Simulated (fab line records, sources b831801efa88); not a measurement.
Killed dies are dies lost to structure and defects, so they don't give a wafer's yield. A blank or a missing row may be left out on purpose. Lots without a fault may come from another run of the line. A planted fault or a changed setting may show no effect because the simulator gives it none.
Which tool did it? | flow gf180mcu | 6 lots, 16 wafers sampled, at 2 steps of a route of 602

WHAT THE GAUGES READ, wafer by wafer
GF_HV_LDD_CD_MEAS_46: target cd 400 nm.
lot  | measured     | on        | cd_nm (nm)
L884 | day 13 15:17 | cd_sem-01 | 402.4 399.2 401.0
L889 | day 15 05:41 | cd_sem-02 | 397.5 400.8 400.4
L892 | day 16 10:29 | cd_sem-01 | -
L896 | day 17 18:07 | cd_sem-01 | 403.6 403.5 402.6
L899 | day 18 14:01 | cd_sem-01 | 396.9 401.0 399.2
L903 | day 20 01:07 | cd_sem-01 | 401.2 403.2 400.1

WHICH TOOL RAN EACH LOT (tool, then ch and the chambers of the sampled wafers, then the start)
lot  | GF_HV_LDD_DEVELOP_45
L884 | litho_track-02 ch 0, day 13 15:08
L889 | litho_track-01 ch 0, day 15 05:33
L892 | litho_track-01 ch 0, day 16 10:21
L896 | litho_track-04 ch 0, day 17 17:58
L899 | litho_track-04 ch 0, day 18 13:52
L903 | litho_track-02 ch 0, day 20 00:58
- GF_HV_LDD_DEVELOP_45: develop time 60 s.

THE ANSWER, worked out from the rows above alone
Rule: what is usual is taken from the lots themselves. Put in order of their means at a reading, lots are off if they are a third of the lots or fewer, leave a main group of 4 or more, and stand apart from it by a gap of 3 or more times the standard deviation of the main group's means; of several such gaps the widest counts. A main group whose means are all the same, to the digits that the tables above print for the reading, isn't used. A lot without any number at a reading at which 4 lots or more have one is off too. The other lots that the step has rows for count as sound.
Off: L892, at GF_HV_LDD_CD_MEAS_46 (cd_nm). Without a number there: L892. The main group: mean 400.8 nm, standard deviation 1.5.
A tool fits if, at a process step before that reading, it ran every lot that is off, and no sound lot after the first of them. The gauges at GF_HV_LDD_CD_MEAS_46 are tried like those tools. One fits: litho_track-01 at GF_HV_LDD_DEVELOP_45. Its last sound lot is L889 (day 15 05:33), its first lot that is off L892 (day 16 10:21): a fault that began between those two fits.

WHAT THE SIMULATOR HAD PUT IN
Process parameter drift: litho_track-01, from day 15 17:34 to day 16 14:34, at GF_HV_LDD_DEVELOP_45. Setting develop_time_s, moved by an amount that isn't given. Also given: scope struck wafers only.
Lots struck among those shown: L892. The rule above found the same.
